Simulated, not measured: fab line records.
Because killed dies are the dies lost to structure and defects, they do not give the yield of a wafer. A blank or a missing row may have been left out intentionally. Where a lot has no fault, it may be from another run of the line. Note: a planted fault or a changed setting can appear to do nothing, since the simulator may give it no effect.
Which tool was responsible? + flow gf180mcu + 12 lots, 36 wafers sampled, at 3 steps of a route of 602

== WHAT THE GAUGES SHOWED, per wafer ==
GF_M1_OVL_MEAS_15.
| lot  | measured     | on         | M1_OVL (nm) |
|------|--------------|------------|-------------|
| L559 | day 17 02:35 | overlay-02 | 5 3 -5      |
| L560 | day 17 13:02 | overlay-01 | -11 -3 -6   |
| L563 | day 19 00:34 | overlay-02 | 3 0 -1      |
| L564 | day 19 07:37 | overlay-01 | 1 -7 3      |
| L573 | day 22 13:02 | overlay-02 | -2 -6 13    |
| L574 | day 23 01:46 | overlay-01 | 3 9 0       |
| L575 | day 23 10:56 | overlay-01 | 2 9 0       |
| L576 | day 23 19:26 | overlay-02 | -8 -3 -4    |
| L579 | day 24 21:07 | overlay-01 | -6 5 2      |
| L580 | day 24 21:31 | overlay-01 | -5 6 -6     |
| L581 | day 24 23:19 | overlay-01 | 8 -2 -2     |
| L582 | day 25 20:20 | overlay-02 | 3 7 2       |

GF_V1_OVL_MEAS_15.
| lot  | measured     | on         | V1_OVL (nm) |
|------|--------------|------------|-------------|
| L559 | day 18 03:02 | overlay-02 | -6 -5 -4    |
| L560 | day 18 13:32 | overlay-02 | 4 -1 1      |
| L563 | day 20 01:53 | overlay-02 | -8 -13 -1   |
| L564 | day 20 09:17 | overlay-01 | 1 0 3       |
| L573 | day 23 13:46 | overlay-01 | 4 -4 -5     |
| L574 | day 24 01:47 | overlay-02 | -4 -3 -5    |
| L575 | day 24 18:13 | overlay-02 | -3 -3 0     |
| L576 | day 24 19:59 | overlay-01 | -4 -7 -1    |
| L579 | day 25 22:40 | overlay-01 | 4 0 -5      |
| L580 | day 25 23:26 | overlay-01 | -10 -1 -4   |
| L581 | day 26 00:01 | overlay-02 | -8 -11 -9   |
| L582 | day 26 18:29 | overlay-01 | 2 -3 -7     |

== EACH LOT AND THE TOOL THAT RAN IT (in order: tool; ch and the chambers of the sampled wafers; start) ==
| lot  | GF_V1_CMP_04                  |
|------|-------------------------------|
| L559 | cmp-02 ch 1,2,3, day 17 03:35 |
| L560 | cmp-02 ch 0,1,3, day 17 14:07 |
| L563 | cmp-02 ch 1,2,3, day 19 01:43 |
| L564 | cmp-02 ch 0,1,2, day 19 08:39 |
| L573 | cmp-01 ch 1,2, day 22 14:17   |
| L574 | cmp-02 ch 2,3, day 23 02:46   |
| L575 | cmp-01 ch 2,3, day 23 11:56   |
| L576 | cmp-02 ch 1,2, day 23 20:30   |
| L579 | cmp-01 ch 0,1,3, day 25 01:14 |
| L580 | cmp-02 ch 2,3, day 25 01:47   |
| L581 | cmp-02 ch 0,1,3, day 25 02:26 |
| L582 | cmp-02 ch 0,3, day 25 21:21   |
- GF_V1_CMP_04: polishes SiO2.

== AS READ BY THE TOOLS THEMSELVES (means over the sampled wafers that have a number; for cases with no such wafer, the mark the record gives instead) ==
GF_V1_CMP_04.
| lot  | tool   | motor_current_A (A) | slurry_filter_dp_kPa (kPa) | time_to_endpoint_s (s) |
|------|--------|---------------------|----------------------------|------------------------|
| L559 | cmp-02 | 11.8                | 13.56                      | 83                     |
| L560 | cmp-02 | 10.6                | 13.48                      | 79                     |
| L563 | cmp-02 | 12.0                | 13.48                      | 81                     |
| L564 | cmp-02 | 11.3                | 13.56                      | 86                     |
| L573 | cmp-01 | 12.5                | 13.30                      | 82                     |
| L574 | cmp-02 | 11.3                | 13.41                      | 81                     |
| L575 | cmp-01 | 12.5                | 13.41                      | 79                     |
| L576 | cmp-02 | 13.2                | 13.58                      | 82                     |
| L579 | cmp-01 | 12.4                | 13.44                      | 84                     |
| L580 | cmp-02 | 11.6                | 13.54                      | 76                     |
| L581 | cmp-02 | 10.6                | 13.47                      | 84                     |
| L582 | cmp-02 | 9.1                 | 13.46                      | 80                     |

== THE ANSWER, worked out from the rows above alone ==
Rule: the lots themselves supply what counts as usual. Put in order of their means at a reading, lots are off if they are a third of the lots or fewer, leave a main group of 4 or more, and stand apart from it by a gap of 3 or more times the standard deviation of the main group's means; of several such gaps the widest counts. Not used: any main group whose means are identical at the precision the tables above print for the reading. Also off: a lot with no number at a reading for which 4 or more lots have one. Where the step has rows for the other lots, those lots are counted as sound. The gauges are gone through in route order, then the tools' own readings, and for those a lot's mean is taken as printed above. The first step at which some lot is off is used, and at that step the reading that is off furthest; a lot without a number counts as furthest.
No lot is off at any reading shown: from this, nothing can be told.

== WHAT WAS PUT IN BY THE SIMULATOR ==
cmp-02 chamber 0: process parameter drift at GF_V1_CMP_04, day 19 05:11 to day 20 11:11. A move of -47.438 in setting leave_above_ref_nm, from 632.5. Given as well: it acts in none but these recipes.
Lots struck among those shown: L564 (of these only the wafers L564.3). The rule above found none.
